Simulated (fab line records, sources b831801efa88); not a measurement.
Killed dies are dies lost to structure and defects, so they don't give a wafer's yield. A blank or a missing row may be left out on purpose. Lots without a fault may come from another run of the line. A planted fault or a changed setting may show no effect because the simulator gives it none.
A struck lot beside a sound one | flow sfq_line | 42 steps out of a route of 325
Sound: wafers L804.1, L804.2, L804.4. Struck: wafers L815.1, L815.2, L815.4. The cause comes at the end.
At each step with rows: each side's tool, then ch and its chambers, then its first start. Under that, the readings that differ: sound wafers | struck wafers | difference of the means | sigmas: that difference in standard deviations of wafers without a fault.
alike: readings whose means differ by less than 2 such deviations, and words and numbers that are the same on both sides. not compared: withheld readings, readings that some wafer has no value for, bounds like >300 that may hide the same value, and numbers for which the record gives no deviation and whose values overlap.
The two part at a step that has a row with sigmas, a row that says differs or no value, or rows on one side only. Numbers that don't overlap but have no deviation are shown without sigmas and don't part them. A reading that every wafer of one side lacks parts them only if that side has two wafers or more.

first, 6 steps without rows for these wafers: SFQ_TRILAYER_M4_LITHO_COAT_098 (resist thk 62 nm); SFQ_TRILAYER_M4_LITHO_COAT_093 (resist thk 600 nm); SFQ_TRILAYER_M4_LITHO_SOFTBAKE_097; SFQ_TRILAYER_M4_LITHO_EXPOSE_094 (exposes mask M4, target cd 500 nm); SFQ_TRILAYER_M4_LITHO_PEB_096 (peb time 60 s); SFQ_TRILAYER_M4_LITHO_DEVELOP_095 (time 60 s).
SFQ_M4_OVL_MEAS_926:
  sound on overlay-02, day 45 21:52; struck on overlay-02, day 49 14:27
  alike: M4_OVL
then, 2 steps without rows for these wafers: SFQ_TRILAYER_M4_BARC_OPEN_METAL_ETCH_123 (etches BARC in O2, target depth 125 nm, time 41.7 s); SFQ_TRILAYER_M4_ETCH_METAL_ETCH_096 (etches Nb in Cl2/Ar, stops on SiO2, target depth 240 nm, time 120 s).
SFQ_TRILAYER_M4_STRIP_STRIP_097: strips in O2.
  sound on rie_metal-02 ch 0,1, day 45 22:05; struck on rie_metal-04 ch 0,1, day 49 14:41
  reading               | sound             | struck            | difference | sigmas
  oes_product_au (a.u.) | 0.991 0.996 0.989 | 1.010 1.012 1.017 | +0.021     | +2
  alike: drypump_motor_current_A
  not compared: rf_hours_counter_h
then, 2 steps without rows for these wafers: SFQ_TRILAYER_M4_STRIP_SOLV_CLEAN_098 (cleans in NMP, time 600 s); SFQ_TRILAYER_I4_DEP_PECVD_099 (deposits SiO2 from SiH4/N2O, time 111.11 s, target thk 500 nm).
SFQ_TRILAYER_I4_CMP_CMP_100: polishes SiO2.
  sound on cmp-02 ch 0,1,2, day 45 22:57; struck on cmp-01 ch 0,2,3, day 49 15:32
  reading                                             | sound             | struck            | difference | sigmas
  time_to_endpoint_s (s)                              | 223 215 228       | 260 258 249       | +34        | +4
  model.SiO2_of_TRILAYER_I4_DEP_PECVD_099.thk_nm (nm) | 202.6 200.3 200.6 | 151.8 151.2 149.8 | -50.2      |
  alike: motor_current_A
SFQ_I4_BOW_MEAS_927:
  sound on film_metro-01, day 46 01:57; struck on film_metro-04, day 49 18:32
  alike: I4_BOW
SFQ_TRILAYER_I4_METRO_MEASURE_101:
  sound on film_metro-01, day 46 02:04; struck on film_metro-04, day 49 18:39
  reading     | sound             | struck            | difference | sigmas
  thk_nm (nm) | 202.7 200.2 200.6 | 151.8 151.1 149.8 | -50.3      | -50
then, 6 steps without rows for these wafers: SFQ_TRILAYER_I4_VIA_LITHO_COAT_108 (resist thk 62 nm); SFQ_TRILAYER_I4_VIA_LITHO_COAT_103 (resist thk 650 nm); SFQ_TRILAYER_I4_VIA_LITHO_SOFTBAKE_107; SFQ_TRILAYER_I4_VIA_LITHO_EXPOSE_104 (exposes mask I4, target cd 700 nm); SFQ_TRILAYER_I4_VIA_LITHO_PEB_106 (peb time 60 s); SFQ_TRILAYER_I4_VIA_LITHO_DEVELOP_105 (time 60 s).
-- the record jumps here: 5 days lie between the struck wafers' starts before and after --
SFQ_I4_OVL_MEAS_928:
  sound on overlay-02, day 51 19:22; struck on overlay-02, day 55 05:26
  alike: I4_OVL
SFQ_TRILAYER_I4_VIA_BARC_OPEN_VIA_ETCH_146: etches BARC in O2, target depth 125 nm, time 41.7 s.
  sound on rie_diel-02 ch 0,1,3, day 51 19:24; struck on rie_diel-03 ch 1,2,3, day 55 05:28
  alike: bias_w, drypump_motor_current_A, oes_product_au
  not compared: rf_hours_counter_h
SFQ_TRILAYER_I4_VIA_ETCH_VIA_ETCH_106: etches SiO2 in CHF3, stops on Nb, target depth 260 nm.
  sound on rie_diel-02 ch 0,1,3, day 51 19:26; struck on rie_diel-03 ch 1,2,3, day 55 05:31
  reading                        | sound             | struck            | difference | sigmas
  oes_product_au (a.u.)          | 0.859 0.852 0.854 | 0.735 0.739 0.743 | -0.116     | -23
  model.etch.depth_nm (nm)       | 202.6 200.3 200.6 | 151.8 151.2 149.8 | -50.2      |
  model.I4.feature_depth_nm (nm) | 202.7 200.4 200.7 | 152 151.3 149.9   | -50        |
  alike: bias_w, drypump_motor_current_A
SFQ_TRILAYER_I4_VIA_STRIP_STRIP_107: strips in O2.
  sound on rie_metal-03 ch 0,1, day 51 19:33; struck on rie_metal-03 ch 0,1, day 55 05:37
  alike: drypump_motor_current_A, oes_product_au
  not compared: rf_hours_counter_h
then, 3 steps without rows for these wafers: SFQ_TRILAYER_I4_VIA_STRIP_SOLV_CLEAN_108 (cleans in NMP, time 600 s); SFQ_TRILAYER_JJ_TRILAYER_DEP_PRE_CLEAN_113 (time 22.5 s); SFQ_TRILAYER_JJ_TRILAYER_DEP_SPUTTER_109 (material Nb, target thk 150 nm, time 100 s).
SFQ_TRILAYER_JJ_TRILAYER_DEP_SPUTTER_110: material Al, target thk 8 nm, time 10 s.
  sound on pvd_sputter-04, day 51 20:37; struck on pvd_sputter-04, day 55 06:42
  alike: throttle_valve_pct
then, 2 steps without rows for these wafers: SFQ_TRILAYER_JJ_TRILAYER_DEP_AL_OXIDATION_111 (oxidation time 600 s); SFQ_TRILAYER_JJ_TRILAYER_DEP_SPUTTER_112 (material Nb, target thk 170 nm, time 113.3 s).
SFQ_JJ_RS_MEAS_929: measures by four-point-probe.
  sound on film_metro-03, day 51 21:43; struck on film_metro-01, day 55 07:48
  alike: JJ_NB_RS
then, 6 steps without rows for these wafers: SFQ_TRILAYER_JJ_CE_LITHO_COAT_119 (resist thk 62 nm); SFQ_TRILAYER_JJ_CE_LITHO_COAT_114 (resist thk 600 nm); SFQ_TRILAYER_JJ_CE_LITHO_SOFTBAKE_118; SFQ_TRILAYER_JJ_CE_LITHO_EXPOSE_115 (exposes mask J5, target cd 700 nm); SFQ_TRILAYER_JJ_CE_LITHO_PEB_117 (peb time 60 s); SFQ_TRILAYER_JJ_CE_LITHO_DEVELOP_116 (time 60 s).
SFQ_JJ_OVL_MEAS_931:
  sound on overlay-01, day 52 00:08; struck on overlay-01, day 56 06:11
  alike: J5_OVL
then, 1 step without rows for these wafers: SFQ_TRILAYER_JJ_CE_METRO_MEASURE_117.
SFQ_TRILAYER_JJ_CE_BARC_OPEN_RIE_150: chemistry O2, target BARC, target depth 240 nm, time 80 s.
  sound on rie_metal-01 ch 0,1, day 52 01:22; struck on rie_metal-01 ch 0,1, day 56 07:25
  alike: bias_w, drypump_motor_current_A, oes_product_au
  not compared: rf_hours_counter_h
-- the record jumps here: 5 days lie between the struck wafers' starts before and after --
SFQ_TRILAYER_M5_ETCH_METAL_ETCH_126: etches Nb in Cl2/BCl3, stops on SiO2, time 203.2 s, target depth 265 nm.
  sound on rie_metal-02 ch 0,1, day 57 19:25; struck on rie_metal-03 ch 0,1, day 60 23:46
  reading                                             | sound             | struck            | difference | sigmas
  model.SiO2_of_TRILAYER_I4_DEP_PECVD_099.thk_nm (nm) | 182.7 180.4 180.8 | 132.1 131.7 130.1 | -50.0      |
  alike: bias_w, drypump_motor_current_A, oes_product_au
  not compared: rf_hours_counter_h

WHERE THEY PART
First at SFQ_TRILAYER_M4_STRIP_STRIP_097; last, within this record, at SFQ_TRILAYER_I4_VIA_ETCH_VIA_ETCH_106. Later steps at which nothing parts them and some readings are alike: SFQ_TRILAYER_I4_VIA_STRIP_STRIP_107, SFQ_TRILAYER_JJ_TRILAYER_DEP_SPUTTER_110, SFQ_JJ_RS_MEAS_929, SFQ_JJ_OVL_MEAS_931, SFQ_TRILAYER_JJ_CE_BARC_OPEN_RIE_150, SFQ_TRILAYER_M5_ETCH_METAL_ETCH_126.

WHY: what the simulator had put in
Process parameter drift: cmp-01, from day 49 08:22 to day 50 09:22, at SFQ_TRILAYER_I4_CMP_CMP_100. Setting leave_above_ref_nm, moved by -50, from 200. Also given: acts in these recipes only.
